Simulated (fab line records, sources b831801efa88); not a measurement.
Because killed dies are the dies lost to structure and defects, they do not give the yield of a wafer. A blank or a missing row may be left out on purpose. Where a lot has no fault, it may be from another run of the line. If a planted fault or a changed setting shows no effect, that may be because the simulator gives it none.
Which tool did it? -- flow sky130 -- 12 lots, 36 wafers sampled, at 1 step of a route of 708

## WHAT THE GAUGES SHOWED, per wafer
SKY_VT_ADJUST_HVTP_OVL_MEAS_08.
lot,measured,on,VT_ADJUST_HVTP_OVL (nm)
L075,day 6 11:18,overlay-02,-1.5 0.6 0.4
L077,day 6 23:44,overlay-01,0.0 3.0 0.0
L079,day 7 11:35,overlay-01,0.4 0.7 1.5
L081,day 7 19:49,overlay-02,2.2 0.5 1.3
L083,day 8 12:24,overlay-02,1.0 0.7 1.1
L085,day 9 06:38,overlay-02,0.7 2.1 1.0
L087,day 9 17:56,overlay-01,-1.2 0.4 1.0
L089,day 10 05:36,overlay-02,0.5 -1.2 -0.3
L091,day 10 15:28,overlay-01,1.6 1.0 -0.4
L093,day 11 00:52,overlay-01,0.2 1.3 3.0
L095,day 11 12:19,overlay-02,-1.2 -0.5 -1.9
L097,day 12 02:38,overlay-02,0.4 0.7 1.0

## TOOL THAT RAN EACH LOT (tool first, then ch and the chambers of the sampled wafers, then the start)
Record: no process step prior to these readings.

## THE ANSWER, worked out from the rows above alone
Rule: the usual values come from the lots themselves. Put in order of their means at a reading, lots are off if they are a third of the lots or fewer, leave a main group of 4 or more, and stand apart from it by a gap of 3 or more times the standard deviation of the main group's means; of several such gaps the widest counts. Not used: any main group whose means are identical at the precision the tables above print for the reading. A lot without any number at a reading at which 4 lots or more have one is off too. Any other lot the step has rows for is counted as sound.
Across all readings shown, no lot is off: no conclusion can be drawn from this.

## WHAT THE SIMULATOR HAD INSERTED
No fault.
